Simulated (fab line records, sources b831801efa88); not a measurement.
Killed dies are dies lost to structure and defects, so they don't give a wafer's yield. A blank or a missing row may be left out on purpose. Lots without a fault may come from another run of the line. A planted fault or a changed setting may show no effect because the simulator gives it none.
Split-lot experiment | flow gf180mcu | 5 lots, 23 wafers read, on a route of 602 steps

THE SPLIT
At GF_TOP_METAL_SPUTTER_00 (material Ti, target thk 37.5 nm, time 150 s), the setting power_w was moved away from the recipe's 4000 W on 6 of the 23 wafers read, by -10.1% to +8.7%. The other wafers ran this setting at the recipe's value.

The reading is taken at the split's own step.

THE READING
Ti_of_TOP_METAL_SPUTTER_00.thk_nm (the simulator's own value, which no gauge read), in nm, at GF_TOP_METAL_SPUTTER_00 (material Ti, target thk 37.5 nm, time 150 s). The file gives no usual value for it. The 17 wafers here that ran the recipe average 37.38 nm, standard deviation 0.39 nm.

wafer  | tool, chamber at the split | power_w as run, W | against the recipe | Ti_of_TOP_METAL_SPUTTER_00.thk_nm, nm | against lot-mates on the recipe
L074.2 | pvd_sputter-01, -          | 4348              | +8.7%              | 40.09                                 | +3.35
L074.3 | pvd_sputter-01, -          | 4348              | +8.7%              | 39.75                                 | +3.01
L074.4 | pvd_sputter-01, -          | 4348              | +8.7%              | 40.46                                 | +3.72
L074.5 | pvd_sputter-01, -          | 4000              | recipe             | 36.88                                 | -
L074.6 | pvd_sputter-01, -          | 4000              | recipe             | 36.6                                  | -
L075.1 | pvd_sputter-01, -          | 4000              | recipe             | 37.73                                 | -
L075.2 | pvd_sputter-01, -          | 4000              | recipe             | 37.21                                 | -
L075.4 | pvd_sputter-01, -          | 4000              | recipe             | 37.21                                 | -
L075.3 | pvd_sputter-01, -          | 4000              | recipe             | 36.8                                  | -
L075.5 | pvd_sputter-01, -          | 4000              | recipe             | 36.93                                 | -
L076.2 | pvd_sputter-04, -          | 4000              | recipe             | 37.52                                 | -
L076.5 | pvd_sputter-04, -          | 4000              | recipe             | 37.37                                 | -
L076.6 | pvd_sputter-04, -          | 4000              | recipe             | 37.68                                 | -
L080.1 | pvd_sputter-04, -          | 4000              | recipe             | 37.6                                  | -
L080.2 | pvd_sputter-04, -          | 4000              | recipe             | 37.7                                  | -
L080.3 | pvd_sputter-04, -          | 4000              | recipe             | 37.52                                 | -
L080.4 | pvd_sputter-04, -          | 4000              | recipe             | 37.19                                 | -
L080.5 | pvd_sputter-04, -          | 4000              | recipe             | 37.73                                 | -
L085.1 | pvd_sputter-04, -          | 3596              | -10.1%             | 33.86                                 | -4.06
L085.2 | pvd_sputter-04, -          | 4000              | recipe             | 37.95                                 | -
L085.4 | pvd_sputter-04, -          | 4000              | recipe             | 37.88                                 | -
L085.5 | pvd_sputter-04, -          | 3596              | -10.1%             | 34.22                                 | -3.70
L085.6 | pvd_sputter-04, -          | 3596              | -10.1%             | 34.32                                 | -3.60

THE FIT
A straight line over all 23 wafers: Ti_of_TOP_METAL_SPUTTER_00.thk_nm changes by +0.318 nm for each +1% of power_w; r = +0.97; the points scatter about the line by 0.38 nm.
The same after taking each lot's own level away (the mean of its wafers on the recipe; 23 wafers): +0.38 nm for each +1%; r = +0.99; scatter 0.24 nm.
On that fit, the largest move of power_w shifts the reading by 3.8 nm.
The lots' own levels span 36.740 to 37.915 nm, that is 3.0 times the standard deviation above.
So the lot-to-lot level changes the slope: the two fits differ.
Check: with one of the wafers moved furthest among these (-10.1%) left out of the fit, the line predicts -3.75 nm for it against its lot-mates. It came out at -4.06 nm against them.

OTHER SPLITS ON THESE WAFERS
These wafers also went through other splits before the reading. Each is held against what the fit with the lots' levels taken away leaves over:
other split on the same wafers  | wafers away from the commonest value | r with Ti_of_TOP_METAL_SPUTTER_00.thk_nm (lot level and that fit taken away)
GF_M5_EXPOSE_04 dose_mj         | 10                                   | -0.15
GF_M5_METAL_ETCH_10 time_s      | 11                                   | -0.16
GF_V5_CMP_04 leave_above_ref_nm | 9                                    | -0.09
GF_V5_DEVELOP_13 dev_temp_c     | 7                                    | +0.27
GF_V5_SPUTTER_21 time_s         | 9                                    | -0.12

THE FILE'S OWN FIT
Ti_of_TOP_METAL_SPUTTER_00.thk_nm changes by +0.379 nm for each +1% of power_w, r = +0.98.
